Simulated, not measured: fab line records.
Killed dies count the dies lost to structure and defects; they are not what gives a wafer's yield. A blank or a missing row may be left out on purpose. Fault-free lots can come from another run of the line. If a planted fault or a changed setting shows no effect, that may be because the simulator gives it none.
What tool caused it? | flow sky130 | Sampling: 12 lots, 36 wafers, 5 of 708 route steps

## WHAT EACH GAUGE READ, for each wafer
The record lacks any reading of a measuring or inspecting step that a usual standard deviation could be used to judge.

## EACH LOT AND THE TOOL THAT RAN IT (in order: tool; ch and the chambers of the sampled wafers; start)
lot  | SKY_CONTACT_ETCH_17                | SKY_METAL3_METAL_ETCH_18          | SKY_VIA3_ETCH_14                   | SKY_VIA4_CMP_02               | SKY_PAD_OPEN_PROBE_99
L817 | rie-diel-01 ch 0,2, day 31 12:05   | rie-metal-04 ch 1, day 38 11:49   | rie-diel-03 ch 1,2, day 39 14:21   | cmp-01 ch 1,3, day 41 14:41   | -
L818 | rie-diel-03 ch 0,1, day 31 21:13   | rie-metal-03 ch 0,1, day 38 20:20 | rie-diel-01 ch 0,2, day 39 22:08   | cmp-01 ch 0,1,2, day 42 00:59 | -
L819 | rie-diel-04 ch 2,3, day 32 04:14   | rie-metal-03 ch 0,1, day 39 01:28 | rie-diel-01 ch 0,1, day 40 03:29   | cmp-02 ch 0,2,3, day 42 04:56 | -
L823 | rie-diel-01 ch 1,2,3, day 34 04:29 | rie-metal-03 ch 0, day 40 22:14   | rie-diel-03 ch 0,3, day 42 07:12   | cmp-01 ch 0,1, day 44 08:18   | -
L824 | rie-diel-01 ch 0,2,3, day 35 00:52 | rie-metal-03 ch 0,1, day 41 13:44 | rie-diel-01 ch 0,2, day 42 15:15   | cmp-02 ch 1,2,3, day 44 15:56 | prober-01, day 48 07:53
L829 | rie-diel-01 ch 0,3, day 35 20:52   | rie-metal-03 ch 0,1, day 42 11:06 | rie-diel-01 ch 1,2,3, day 43 11:03 | cmp-02 ch 0,1,3, day 45 12:19 | prober-02, day 49 01:19
L831 | rie-diel-04 ch 0,3, day 36 08:11   | rie-metal-04 ch 0,1, day 42 17:57 | rie-diel-04 ch 1,3, day 43 18:18   | cmp-02 ch 0,1,3, day 45 16:50 | -
L833 | rie-diel-04 ch 0,2,3, day 37 01:38 | rie-metal-03 ch 0,1, day 43 11:01 | rie-diel-04 ch 0,1,2, day 44 11:38 | cmp-02 ch 0,1,3, day 46 09:56 | -
L834 | rie-diel-03 ch 0,1,2, day 37 07:08 | rie-metal-04 ch 0, day 44 05:29   | rie-diel-04 ch 2,3, day 45 05:17   | cmp-02 ch 0,1, day 47 01:14   | -
L835 | rie-diel-03 ch 0,2,3, day 37 13:16 | rie-metal-02 ch 0,1, day 44 07:57 | rie-diel-03 ch 0,1,2, day 45 07:42 | cmp-02 ch 0,1,2, day 47 04:08 | -
L836 | rie-diel-03 ch 0,1,3, day 37 17:52 | rie-metal-03 ch 0,1, day 44 08:38 | rie-diel-03 ch 0,1,2, day 45 08:17 | cmp-02 ch 0,2, day 47 05:31   | -
L838 | rie-diel-03 ch 0,1,2, day 38 05:53 | rie-metal-02 ch 0,1, day 44 10:57 | rie-diel-01 ch 0,1, day 45 10:54   | cmp-01 ch 0,3, day 47 08:01   | -
- SKY_CONTACT_ETCH_17: etches SiO2 in C4F8/O2/Ar, stops on Si3N4, target depth 340 nm.
- SKY_METAL3_METAL_ETCH_18: etches the open film in Cl2/BCl3, stops on SiO2, target depth 845 nm, time 183.1 s.
- SKY_VIA3_ETCH_14: etches BARC in N2/H2, stops on SiO2, time 45.9 s, target depth 60 nm.
- SKY_VIA4_CMP_02: polishes SiO2.
- SKY_PAD_OPEN_PROBE_99

## WHAT THE TOOLS THEMSELVES READ (means of the sampled wafers that have a number; where no wafer has one, the mark that the record gives instead)
SKY_CONTACT_ETCH_17. Usual: oes-product-au 0.892 a.u., standard deviation 0.0048; rf-fwd-power-W 1486 W, standard deviation 6.6.
lot  | tool        | oes-product-au (a.u.) | rf-fwd-power-W (W) | flag
L817 | rie-diel-01 | 0.894                 | 1487               |
L818 | rie-diel-03 | 0.894                 | 1491               |
L819 | rie-diel-04 | 0.888                 | 1481               |
L823 | rie-diel-01 | 0.895                 | 1483               |
L824 | rie-diel-01 | 0.894                 | 1486               |
L829 | rie-diel-01 | 0.896                 | 1487               |
L831 | rie-diel-04 | 0.895                 | 1493               |
L833 | rie-diel-04 | 0.886                 | 1487               |
L834 | rie-diel-03 | 0.895                 | 1488               |
L835 | rie-diel-03 | 0.892                 | 1486               |
L836 | rie-diel-03 | 0.893                 | 1482               |
L838 | rie-diel-03 | 0.888                 | 1491               |

SKY_METAL3_METAL_ETCH_18. Usual: drypump-motor-current-A 5.7 A, standard deviation 0.48; oes-product-au 0.864 a.u., standard deviation 0.0056; rf-fwd-power-W 897.3 W, standard deviation 2.5; throttle-valve-pct 22.265 %, standard deviation 0.0099.
lot  | tool         | drypump-motor-current-A (A) | oes-product-au (a.u.) | rf-fwd-power-W (W) | throttle-valve-pct (%) | flag
L817 | rie-metal-04 | 6.5                         | 0.871                 | 895.2              | 22.265                 |
L818 | rie-metal-03 | 5.6                         | 0.867                 | 898.3              | 22.260                 |
L819 | rie-metal-03 | 5.6                         | 0.861                 | 895.3              | 22.256                 |
L823 | rie-metal-03 | 5.8                         | 0.860                 | 894.8              | 22.265                 |
L824 | rie-metal-03 | 5.6                         | 0.867                 | 896.6              | 22.260                 |
L829 | rie-metal-03 | 5.6                         | 0.859                 | 899.0              | 22.263                 |
L831 | rie-metal-04 | 6.2                         | 0.865                 | 898.0              | 22.270                 |
L833 | rie-metal-03 | 5.6                         | 0.862                 | 897.0              | 22.267                 |
L834 | rie-metal-04 | 5.7                         | 0.863                 | 898.6              | 22.266                 |
L835 | rie-metal-02 | 5.9                         | 0.857                 | 897.4              | 22.258                 |
L836 | rie-metal-03 | 5.3                         | 0.863                 | 894.9              | 22.268                 |
L838 | rie-metal-02 | 5.6                         | 0.869                 | 898.6              | 22.273                 |

SKY_VIA3_ETCH_14. Usual: drypump-motor-current-A 5.7 A, standard deviation 0.36; oes-product-au 0.854 a.u., standard deviation 0.0049; rf-fwd-power-W 494.4 W, standard deviation 2.4; throttle-valve-pct 13.225 %, standard deviation 0.008.
lot  | tool        | drypump-motor-current-A (A) | oes-product-au (a.u.) | rf-fwd-power-W (W) | throttle-valve-pct (%) | flag
L817 | rie-diel-03 | 5.9                         | 0.862                 | 494.6              | 13.220                 |
L818 | rie-diel-01 | 5.9                         | 0.858                 | 496.4              | 13.219                 |
L819 | rie-diel-01 | 5.7                         | 0.850                 | 495.2              | 13.228                 |
L823 | rie-diel-03 | 5.9                         | 0.856                 | 491.0              | 13.225                 |
L824 | rie-diel-01 | 5.8                         | 0.854                 | 492.8              | 13.235                 |
L829 | rie-diel-01 | 5.8                         | 0.853                 | 495.2              | 13.225                 |
L831 | rie-diel-04 | 5.4                         | 0.855                 | 495.4              | 13.223                 |
L833 | rie-diel-04 | 5.5                         | 0.859                 | 494.2              | 13.225                 |
L834 | rie-diel-04 | 5.8                         | 0.855                 | 493.1              | 13.218                 |
L835 | rie-diel-03 | 6.0                         | 0.858                 | 494.2              | 13.232                 |
L836 | rie-diel-03 | 6.0                         | 0.856                 | 493.8              | 13.227                 |
L838 | rie-diel-01 | 5.8                         | 0.851                 | 495.5              | 13.239                 |

SKY_VIA4_CMP_02. Usual: motor-current-A 11.7 A, standard deviation 1.6; slurry-filter-dp-kPa 13.50 kPa, standard deviation 0.13.
lot  | tool   | motor-current-A (A) | slurry-filter-dp-kPa (kPa) | flag
L817 | cmp-01 | 11.4                | 13.64                      |
L818 | cmp-01 | 11.0                | 13.42                      |
L819 | cmp-02 | 11.5                | 13.42                      |
L823 | cmp-01 | 11.6                | 13.50                      |
L824 | cmp-02 | 12.3                | 13.53                      |
L829 | cmp-02 | 11.4                | 13.45                      |
L831 | cmp-02 | 11.7                | 13.50                      |
L833 | cmp-02 | 11.7                | 13.55                      |
L834 | cmp-02 | 11.0                | 13.46                      |
L835 | cmp-02 | 11.8                | 13.45                      |
L836 | cmp-02 | 11.2                | 13.48                      |
L838 | cmp-01 | 12.9                | 13.55                      |

SKY_PAD_OPEN_PROBE_99. Usual: killed_at_M0_to_M3 44, standard deviation 6; killed_at_M4_up 3.3, standard deviation 2.1; killed-at-contacts 25, standard deviation 5.5; killed-at-front-end 15, standard deviation 4.3; killed-at-other 0.2, standard deviation 0.41; killed-dies 88, standard deviation 9.1; killed-open 48, standard deviation 6.6; killed-short 39, standard deviation 6.7.
lot  | tool      | killed_at_M0_to_M3 | killed_at_M4_up | killed-at-contacts | killed-at-front-end | killed-at-other | killed-dies | killed-open | killed-short | flag
L824 | prober-01 | 50                 | 4.0             | 70                 | 14                  | 0.0             | 138         | 45          | 45           | OFF
L829 | prober-02 | 41                 | 4.0             | 71                 | 15                  | 0.0             | 132         | 45          | 37           | OFF

## THE ANSWER, worked out from the rows above alone
Rule: take the mean of a lot's wafers that have a number; if it is more than 3 standard deviations from the usual mean, the lot is off. A lot without any number at a reading at which 4 lots or more have one is off too. Where the step has rows for the other lots, those lots are counted as sound. Order of review: gauges by route order, followed by the tools' own readings, for which a lot's mean as printed above is used. At the first step where some lot is off, the reading lying furthest off is the one used; lots without a number count as furthest.
Off: L824, L829, at SKY_PAD_OPEN_PROBE_99 (killed-at-contacts). Neither off nor sound, because the step has no rows for them: L817, L818, L819, L823, L831, L833, L834, L835, L836, L838.
A tool fits if, at that step or a process step before it, it ran every lot that is off, and no sound lot after the first of them. Can't be told from this: 3 tools fit, rie-diel-01 at SKY_CONTACT_ETCH_17 and SKY_VIA3_ETCH_14, rie-metal-03 at SKY_METAL3_METAL_ETCH_18, cmp-02 at SKY_VIA4_CMP_02.

## WHAT THE SIMULATOR PUT IN
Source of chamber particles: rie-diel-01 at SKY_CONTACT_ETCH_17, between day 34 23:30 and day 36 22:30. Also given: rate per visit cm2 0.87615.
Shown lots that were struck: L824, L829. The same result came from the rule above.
